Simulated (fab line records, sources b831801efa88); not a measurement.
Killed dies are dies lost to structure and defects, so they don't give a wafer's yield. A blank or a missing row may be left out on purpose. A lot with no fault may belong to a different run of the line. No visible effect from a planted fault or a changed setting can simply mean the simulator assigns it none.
Which tool was responsible? -- flow gf180mcu -- 13 lots, 39 wafers sampled, at 6 steps of a route of 602

WHAT EACH GAUGE READ, for each wafer
GF_LVPWELL_TW_MEAS_11.
lot,measured,on,LVPWELL_TW
L125,day 4 02:26,film-metro-02,562 558 557
L126,day 4 08:07,film-metro-04,564 566 563
L127,day 4 12:55,film-metro-02,558 559 559
L128,day 4 18:59,film-metro-02,557 557 559
L129,day 5 00:10,film-metro-01,557 558 557
L131,day 5 15:08,film-metro-04,566 566 568
L132,day 5 20:16,film-metro-04,568 568 569
L135,day 6 10:46,film-metro-01,557 558 558
L137,day 7 00:06,film-metro-02,529 530 533
L140,day 7 15:30,film-metro-01,535 537 536
L142,day 8 07:20,film-metro-01,559 559 560
L146,day 8 23:28,film-metro-01,560 558 553
L147,day 9 08:20,film-metro-02,554 550 554

GF_VT_IMPLANT_RS_MEAS_48: the measuring method here is four-point-probe.
lot,measured,on,LVPWELL_RS (ohm/sq)
L125,day 7 20:02,film-metro-01,1197.5 1198.9 1200.3
L126,day 8 03:57,film-metro-04,1201.9 1198.7 1199.3
L127,day 8 09:23,film-metro-04,1194.3 1194.1 1192.9
L128,day 8 15:02,film-metro-01,1203.3 1202.6 1195.6
L129,day 8 21:17,film-metro-01,1200.7 1200.0 1200.0
L131,day 9 14:59,film-metro-02,1203.2 1204.5 1201.4
L132,day 9 21:22,film-metro-02,1196.2 1194.9 1197.3
L135,day 10 14:41,film-metro-01,1202.2 1200.6 1198.1
L137,day 11 07:24,film-metro-04,1296.8 1292.1 1294.9
L140,day 12 02:02,film-metro-01,1296.8 1294.9 1297.3
L142,day 12 20:38,film-metro-01,1195.2 1194.4 1197.0
L146,day 13 15:38,film-metro-04,1200.7 1202.4 1199.7
L147,day 14 04:22,film-metro-02,1195.4 1197.7 1195.8

GF_HV_LDD_THK_MEAS_55.
lot,measured,on,HV_LDD_CVD_54_THK (nm)
L125,day 12 17:59,film-metro-04,9.87 9.93 9.76
L126,day 13 05:05,film-metro-01,9.84 10.02 9.94
L127,day 13 09:37,film-metro-01,9.78 9.78 9.86
L128,day 13 18:42,film-metro-04,10.07 10.03 10.10
L129,day 13 23:12,film-metro-01,10.40 10.27 10.24
L131,day 14 19:31,film-metro-04,9.92 9.97 10.03
L132,day 15 03:52,film-metro-04,9.76 9.94 9.90
L135,day 16 00:46,film-metro-04,9.77 9.88 9.86
L137,day 16 22:45,film-metro-02,10.02 10.07 10.15
L140,day 17 17:37,film-metro-04,9.84 9.98 9.91
L142,day 18 20:42,film-metro-04,9.81 9.81 9.79
L146,day 20 07:44,film-metro-02,9.86 9.87 9.92
L147,day 20 07:23,film-metro-02,10.09 9.98 10.11

GF_CONTACT_OVL_MEAS_15.
lot,measured,on,CONTACT_OVL (nm)
L125,day 16 09:10,overlay-02,-10 -3 -10
L126,day 16 21:10,overlay-01,-2 7 6
L127,day 17 03:59,overlay-02,11 9 5
L128,day 17 13:59,overlay-02,2 2 0
L129,day 17 20:22,overlay-02,11 -3 5
L131,day 18 16:32,overlay-02,8 6 2
L132,day 19 03:20,overlay-02,11 6 13
L135,day 20 03:07,overlay-01,-1 4 3
L137,day 21 02:59,overlay-01,1 1 -2
L140,day 21 20:53,overlay-01,4 3 2
L142,day 22 23:58,overlay-02,-3 0 1
L146,day 24 10:43,overlay-02,-1 -6 0
L147,day 24 09:55,overlay-02,0 2 -3

GF_M1_CD_MEAS_14: the cd target is 230 nm.
lot,measured,on,cd-nm (nm)
L125,day 17 08:29,cd-sem-01,229.3 229.6 230.6
L126,day 17 21:55,cd-sem-02,230.2 230.1 229.0
L127,day 18 05:27,cd-sem-01,229.6 230.7 229.6
L128,day 18 14:00,cd-sem-02,227.0 228.5 227.3
L129,day 19 07:05,cd-sem-01,229.1 230.0 230.1
L131,day 19 18:20,cd-sem-02,231.3 231.2 231.8
L132,day 20 04:40,cd-sem-02,231.5 231.4 232.1
L135,day 21 04:06,cd-sem-02,229.7 230.5 230.6
L137,day 22 04:04,cd-sem-02,231.4 230.4 230.6
L140,day 22 21:23,cd-sem-02,229.9 230.3 230.0
L142,day 23 23:17,cd-sem-02,230.2 229.9 229.9
L146,day 25 09:56,cd-sem-01,230.6 230.3 231.0
L147,day 25 08:14,cd-sem-02,229.9 230.0 230.3

TOOL THAT RAN EACH LOT (tool first, then ch and the chambers of the sampled wafers, then the start)
lot,GF_LVPWELL_IMPLANT_08
L125,"implanter-03 ch 0, day 4 02:02"
L126,"implanter-02 ch 0, day 4 07:44"
L127,"implanter-03 ch 0, day 4 12:34"
L128,"implanter-04 ch 0, day 4 18:35"
L129,"implanter-03 ch 0, day 4 23:46"
L131,"implanter-03 ch 0, day 5 14:44"
L132,"implanter-02 ch 0, day 5 19:53"
L135,"implanter-02 ch 0, day 6 10:22"
L137,"implanter-02 ch 0, day 6 23:43"
L140,"implanter-02 ch 0, day 7 15:08"
L142,"implanter-03 ch 0, day 8 06:56"
L146,"implanter-04 ch 0, day 8 23:04"
L147,"implanter-04 ch 0, day 9 07:56"
- GF_LVPWELL_IMPLANT_08

AS READ BY THE TOOLS THEMSELVES (means over the sampled wafers that have a number; for cases with no such wafer, the mark the record gives instead)
GF_LVPWELL_IMPLANT_08.
lot,tool,dose-ions-cm2,faraday-current-uA
L125,implanter-03,1.4983e+13,83.7
L126,implanter-02,1.5011e+13,84.6
L127,implanter-03,1.5022e+13,84.8
L128,implanter-04,1.5014e+13,83.0
L129,implanter-03,1.5032e+13,86.0
L131,implanter-03,1.5004e+13,84.3
L132,implanter-02,1.5021e+13,84.9
L135,implanter-02,1.4990e+13,83.8
L137,implanter-02,1.2799e+13,71.5
L140,implanter-02,1.2814e+13,73.2
L142,implanter-03,1.5009e+13,85.4
L146,implanter-04,1.4988e+13,83.5
L147,implanter-04,1.5013e+13,85.0

THE ANSWER, worked out from the rows above alone
Rule: the usual values come from the lots themselves. Put in order of their means at a reading, lots are off if they are a third of the lots or fewer, leave a main group of 4 or more, and stand apart from it by a gap of 3 or more times the standard deviation of the main group's means; of several such gaps the widest counts. The tables above print the reading to a certain number of digits; a main group whose means all agree to those digits is not used. A lot without any number at a reading at which 4 lots or more have one is off too. The other lots that the step has rows for count as sound. The gauges are gone through in route order, then the tools' own readings, and for those a lot's mean is taken as printed above. At the first step where some lot is off, the reading lying furthest off is the one used; lots without a number count as furthest.
Off: L137, L140, seen at GF_LVPWELL_TW_MEAS_11 (LVPWELL_TW). The main group: mean 560, standard deviation 4.4.
A tool fits if, at a process step before that reading, it ran every lot that is off, and no sound lot after the first of them. Not tried: the gauges at GF_LVPWELL_TW_MEAS_11; whatever is off there is also off at GF_LVPWELL_IMPLANT_08, on other tools, and gauge error can't account for it. One candidate fits, namely implanter-02 at GF_LVPWELL_IMPLANT_08. A fault onset in the window from L135 (day 6 10:22, its last sound lot) to L137 (day 6 23:43, its first lot off) fits.
The tool's own readings at GF_LVPWELL_IMPLANT_08 bear it out: on the lots that are off they differ by more than 5 times the standard deviation of the sound lots' means. dose-ions-cm2 reads 1.2806e+13 there against 1.5008e+13 on the sound lots; faraday-current-uA reads 72.3 there against 84.5 on the sound lots.

WHAT WAS PUT IN BY THE SIMULATOR
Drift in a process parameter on implanter-02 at GF_LVPWELL_IMPLANT_08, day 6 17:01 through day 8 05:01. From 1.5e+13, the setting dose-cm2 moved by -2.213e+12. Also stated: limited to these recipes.
Struck lots among those shown: L137, L140. Same finding as the rule above.
